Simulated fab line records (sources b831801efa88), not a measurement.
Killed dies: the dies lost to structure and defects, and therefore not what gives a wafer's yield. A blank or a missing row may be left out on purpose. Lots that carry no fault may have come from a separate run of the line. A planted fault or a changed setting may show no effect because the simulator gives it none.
What tool caused it?	flow gf180mcu	Sampling: 13 lots, 39 wafers, 4 of 602 route steps

== WHAT THE GAUGES SHOWED, per wafer ==
GF_M2_OVL_MEAS_15.
lot	measured	on	M2_OVL (nm)
L579	day 19 08:59	overlay-01	3 -7 0
L581	day 20 08:55	overlay-01	8 7 2
L582	day 20 18:40	overlay-01	-2 0 -12
L583	day 20 22:49	overlay-01	1 2 1
L586	day 22 04:04	overlay-02	1 4 7
L587	day 22 08:09	overlay-02	0 -9 8
L588	day 22 23:28	overlay-02	2 -2 -6
L589	day 23 04:35	overlay-02	7 3 5
L590	day 23 13:41	overlay-02	3 6 4
L593	day 24 10:56	overlay-02	1 -1 -2
L597	day 25 20:36	overlay-01	-4 -5 -9
L599	day 26 08:41	overlay-02	-3 3 1
L601	day 27 00:49	overlay-02	-1 -2 1

GF_V2_BOW_MEAS_05.
lot	measured	on	V2_BOW (um)
L579	day 19 10:15	film metro-03	110 105 96
L581	day 20 10:40	film metro-03	112 109 106
L582	day 20 20:04	film metro-01	102 93 109
L583	day 21 00:15	film metro-03	77 84 96
L586	day 22 05:19	film metro-03	96 103 107
L587	day 22 09:26	film metro-02	97 106 105
L588	day 23 00:43	film metro-02	89 90 91
L589	day 23 05:56	film metro-02	98 92 94
L590	day 23 14:59	film metro-02	90 106 97
L593	day 24 12:14	film metro-03	112 113 107
L597	day 25 21:53	film metro-03	106 108 111
L599	day 26 09:57	film metro-03	99 80 98
L601	day 27 02:05	film metro-02	89 85 95

GF_V2_OVL_MEAS_15.
lot	measured	on	V2_OVL (nm)
L579	day 20 10:34	overlay-01	5 6 6
L581	day 21 10:50	overlay-02	2 3 7
L582	day 21 20:13	overlay-01	-6 -1 -6
L583	day 22 00:19	overlay-01	2 5 -3
L586	day 23 04:46	overlay-02	-6 -1 -3
L587	day 23 08:41	overlay-02	3 2 0
L588	day 23 23:40	overlay-02	52 56 52 51 56 49
L589	day 24 04:52	overlay-01	2 4 3
L590	day 24 13:02	overlay-02	50 44 42 50 41 42
L593	day 25 10:07	overlay-02	-8 -1 -11
L597	day 26 18:52	overlay-01	-4 -3 -2
L599	day 27 07:07	overlay-01	5 6 3
L601	day 27 21:34	overlay-01	3 0 -1

== WHICH TOOL RAN EACH LOT (tool, then ch and the chambers of the sampled wafers, then the start) ==
lot	GF_V2_EXPOSE_11
L579	krf scanner-01 ch 0, day 19 22:19
L581	krf scanner-01 ch 0, day 20 22:52
L582	krf scanner-02 ch 0, day 21 08:16
L583	krf scanner-01 ch 0, day 21 12:27
L586	krf scanner-01 ch 0, day 22 17:43
L587	krf scanner-01 ch 0, day 22 21:23
L588	krf scanner-02 ch 0, day 23 12:37
L589	krf scanner-01 ch 0, day 23 17:52
L590	krf scanner-02 ch 0, day 24 02:05
L593	krf scanner-01 ch 0, day 24 23:22
L597	krf scanner-01 ch 0, day 26 08:30
L599	krf scanner-01 ch 0, day 26 20:43
L601	krf scanner-01 ch 0, day 27 11:44
- GF_V2_EXPOSE_11: exposes mask Via2, target cd 260 nm.

== WHAT THE TOOLS THEMSELVES READ (means of the sampled wafers that have a number; where no wafer has one, the mark that the record gives instead) ==
The record holds no such reading with a usual standard deviation.

== THE ANSWER, worked out from the rows above alone ==
Rule: the lots themselves supply what counts as usual. Put in order of their means at a reading, lots are off if they are a third of the lots or fewer, leave a main group of 4 or more, and stand apart from it by a gap of 3 or more times the standard deviation of the main group's means; of several such gaps the widest counts. Not used: any main group whose means are identical at the precision the tables above print for the reading. A lot without any number at a reading at which 4 lots or more have one is off too. All remaining lots with rows at the step are treated as sound. Order of review: gauges by route order, followed by the tools' own readings, for which a lot's mean as printed above is used. At the first step where some lot is off, the reading lying furthest off is the one used; lots without a number count as furthest.
Off: L588, L590, seen at GF_V2_OVL_MEAS_15 (V2_OVL). The main group has a mean of 0 nm with a standard deviation of 3.9.
If a tool, at a process step before that reading, ran all the lots that are off and no sound lot after the first of them, it fits. Those tools and the gauges at GF_V2_OVL_MEAS_15 are tried in the same way. One fits: GF_V2_EXPOSE_11 on krf scanner-02. Its last sound lot is L582 (day 21 08:16), its first lot that is off L588 (day 23 12:37): a fault that began between those two fits.

== WHAT THE SIMULATOR PUT IN ==
Scanner matching overlay: krf scanner-02, from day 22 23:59 on, at GF_V2_EXPOSE_11. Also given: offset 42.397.
Shown lots that were struck: L588, L590. The rule above found the same.
